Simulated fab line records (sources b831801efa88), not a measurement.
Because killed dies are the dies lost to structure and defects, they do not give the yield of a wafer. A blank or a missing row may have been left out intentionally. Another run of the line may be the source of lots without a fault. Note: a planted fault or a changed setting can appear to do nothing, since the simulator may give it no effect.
The tool behind it: which one? / flow sky130 / 6 lots with 18 wafers sampled at 3 steps, on a route of 708 steps

== WHAT THE GAUGES SHOWED, per wafer ==
SKY_LDD_N_TW_MEAS_17.
lot=L994; measured=day 18 05:41; on=filmMetro-01; LDD_N_TW=2614 2603 2606
lot=L998; measured=day 19 18:43; on=filmMetro-04; LDD_N_TW=2716 2724 2728
lot=L102; measured=day 21 07:08; on=filmMetro-01; LDD_N_TW=2607 2627 2616
lot=L104; measured=day 21 22:56; on=filmMetro-04; LDD_N_TW=2737 2726 2748
lot=L113; measured=day 24 16:38; on=filmMetro-04; LDD_N_TW=2614 2616 2619
lot=L116; measured=day 27 02:18; on=filmMetro-04; LDD_N_TW=2628 2628 2630

== EACH LOT AND THE TOOL THAT RAN IT (in order: tool; ch and the chambers of the sampled wafers; start) ==
lot=L994; SKY_LDD_N_IMPLANT_09=implanter-01 ch 0, day 18 04:32; SKY_LDD_N_STRIP_16=plasmaAsher-01 ch 0,1, day 18 05:35
lot=L998; SKY_LDD_N_IMPLANT_09=implanter-04 ch 0, day 19 17:14; SKY_LDD_N_STRIP_16=plasmaAsher-02 ch 0,1, day 19 18:37
lot=L102; SKY_LDD_N_IMPLANT_09=implanter-04 ch 0, day 21 06:00; SKY_LDD_N_STRIP_16=plasmaAsher-01 ch 0,1, day 21 07:01
lot=L104; SKY_LDD_N_IMPLANT_09=implanter-04 ch 0, day 21 21:18; SKY_LDD_N_STRIP_16=plasmaAsher-02 ch 0,1, day 21 22:50
lot=L113; SKY_LDD_N_IMPLANT_09=implanter-01 ch 0, day 24 15:29; SKY_LDD_N_STRIP_16=plasmaAsher-03 ch 0, day 24 16:32
lot=L116; SKY_LDD_N_IMPLANT_09=implanter-04 ch 0, day 27 01:10; SKY_LDD_N_STRIP_16=plasmaAsher-02 ch 0,1, day 27 02:11
- SKY_LDD_N_IMPLANT_09
- SKY_LDD_N_STRIP_16: strips in O2/N2.

== THE ANSWER, worked out from the rows above alone ==
Rule: what is usual is taken from the lots themselves. The widest of any qualifying gaps counts: lots, ordered by their means at a reading, are off when they make up no more than a third of the lots, leave a main group of 4 or more, and stand apart from it by 3 or more times the standard deviation of that group's means. A main group whose means are all the same, to the digits that the tables above print for the reading, isn't used. A lot without any number at a reading at which 4 lots or more have one is off too. Where the step has rows for the other lots, those lots are counted as sound.
Off: L998, L104, seen at SKY_LDD_N_TW_MEAS_17 (LDD_N_TW). The main group has a mean of 2617 with a standard deviation of 7.5.
If a tool, at a process step before that reading, ran all the lots that are off and no sound lot after the first of them, it fits. Those tools and the gauges at SKY_LDD_N_TW_MEAS_17 are tried in the same way. Not one of the candidates tried fits.

== WHAT THE SIMULATOR HAD INSERTED ==
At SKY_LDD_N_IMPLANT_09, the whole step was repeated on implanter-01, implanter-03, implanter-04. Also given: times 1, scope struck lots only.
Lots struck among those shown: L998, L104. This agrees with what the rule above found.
